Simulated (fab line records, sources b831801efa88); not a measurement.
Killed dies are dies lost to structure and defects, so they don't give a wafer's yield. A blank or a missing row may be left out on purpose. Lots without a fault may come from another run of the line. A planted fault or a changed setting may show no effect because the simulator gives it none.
A struck lot beside a sound one | flow gf180mcu | 18 steps out of a route of 602
Sound: wafers L587.1, L587.4, L587.6. Struck: wafers L598.3, L598.4, L598.5. The cause comes at the end.
At each step with rows: each side's tool, then ch and its chambers, then its first start. Under that, the readings that differ: sound wafers | struck wafers | difference of the means | sigmas: that difference in standard deviations of wafers without a fault.
alike: readings whose means differ by less than 2 such deviations, and words and numbers that are the same on both sides. not compared: withheld readings, readings that some wafer has no value for, bounds like >300 that may hide the same value, and numbers for which the record gives no deviation and whose values overlap.
The two part at a step that has a row with sigmas, a row that says differs or no value, or rows on one side only. Numbers that don't overlap but have no deviation are shown without sigmas and don't part them. A reading that every wafer of one side lacks parts them only if that side has two wafers or more.

GF_POLY_GATE_OVL_MEAS_11:
  sound on overlay-01, day 9 00:21; struck on overlay-01, day 13 04:28
  alike: POLY_GATE_OVL
GF_POLY_GATE_ETCH_12: etches BARC in N2/H2.
  sound on rie_diel-01 ch 0,1,3, day 9 00:23; struck on rie_diel-01 ch 0,2,3, day 13 04:29
  alike: chamber_pressure_mTorr, drypump_motor_current_A, oes_product_au, throttle_valve_pct
GF_POLY_GATE_ETCH_13: etches poly-Si in HBr/Cl2, stops on SiO2, target depth 198.5 nm, time 69.6 s.
  sound on rie_si-01 ch 1,2,3, day 9 00:26; struck on rie_si-01 ch 0,1,2, day 13 04:32
  reading               | sound             | struck            | difference | sigmas
  oes_product_au (a.u.) | 1.015 1.007 1.003 | 0.997 1.002 0.981 | -0.015     | -2
  alike: chamber_pressure_mTorr, drypump_motor_current_A, throttle_valve_pct
  not compared: rf_hours_counter_h
GF_POLY_GATE_STRIP_14: strips in O2/N2.
  sound on plasma_asher-03 ch 0,1, day 9 00:29; struck on plasma_asher-04 ch 0,1, day 13 04:38
  alike: chamber_pressure_mTorr, drypump_motor_current_A, heater_power_w, oes_product_au
  not compared: rf_hours_counter_h
then, 2 steps without rows for these wafers: GF_POLY_GATE_CLEAN_15 (cleans in SC1/SC2, time 150 s); GF_POLY_GATE_OXIDATION_16 (stabilise 600 s, purge 300 s, target thk 4 nm).
GF_POLY_GATE_THK_MEAS_17:
  sound on film_metro-02, day 9 01:53; struck on film_metro-04, day 13 06:20
  reading                      | sound          | struck         | difference | sigmas
  POLY_GATE_OXIDATION_THK (nm) | 4.06 4.13 4.15 | 3.89 3.97 3.92 | -0.19      | -2
GF_POLY_GATE_CD_MEAS_18:
  sound on cd_sem-02, day 9 01:57; struck on cd_sem-01, day 13 06:34
  alike: cd_nm
then, 4 steps without rows for these wafers: GF_HV_LDD_DEHYDRATE_00 (time 60 s); GF_HV_LDD_HMDS_01 (prime time 60 s); GF_HV_LDD_COAT_02 (resist thk 1000 nm); GF_HV_LDD_SOFTBAKE_03 (time 60 s).
GF_HV_LDD_EXPOSE_04: exposes mask Nplus LV AREA, target cd 400 nm.
  sound on iline_stepper-02 ch 0, day 9 10:17; struck on iline_stepper-02 ch 0, day 13 16:31
  reading | sound                                           | struck                                                   | difference | sigmas
  mask    | Nplus_LV_AREA#0 Nplus_LV_AREA#0 Nplus_LV_AREA#0 | Nplus_LV_AREA_R1#0 Nplus_LV_AREA_R1#0 Nplus_LV_AREA_R1#0 | differs    |
then, 2 steps without rows for these wafers: GF_HV_LDD_PEB_05; GF_HV_LDD_DEVELOP_06 (develop time 60 s).
GF_HV_LDD_CD_MEAS_07: target cd 400 nm.
  sound on cd_sem-02, day 9 18:56; struck on cd_sem-02, day 14 02:50
  reading    | sound             | struck            | difference | sigmas
  cd_nm (nm) | 400.5 400.3 400.3 | 320.8 318.8 320.6 | -80.3      | -35
  not compared: hold
GF_HV_LDD_OVL_MEAS_08:
  sound on overlay-02, day 9 19:04; struck on overlay-02, day 14 06:31
  reading | sound | struck                                                                     | difference                   | sigmas
  hold    | - - - | await_dispo/3.6h/release await_dispo/3.6h/release await_dispo/3.6h/release | no value on the sound wafers |
  alike: HV_LDD_OVL
GF_PASSIVATION_PROBE_99:
  the record has rows for the sound wafers here (prober-01, day 28 15:38) and none for the struck ones

WHERE THEY PART
First at GF_POLY_GATE_ETCH_13; last, within this record, at GF_PASSIVATION_PROBE_99.

WHY: what the simulator had put in
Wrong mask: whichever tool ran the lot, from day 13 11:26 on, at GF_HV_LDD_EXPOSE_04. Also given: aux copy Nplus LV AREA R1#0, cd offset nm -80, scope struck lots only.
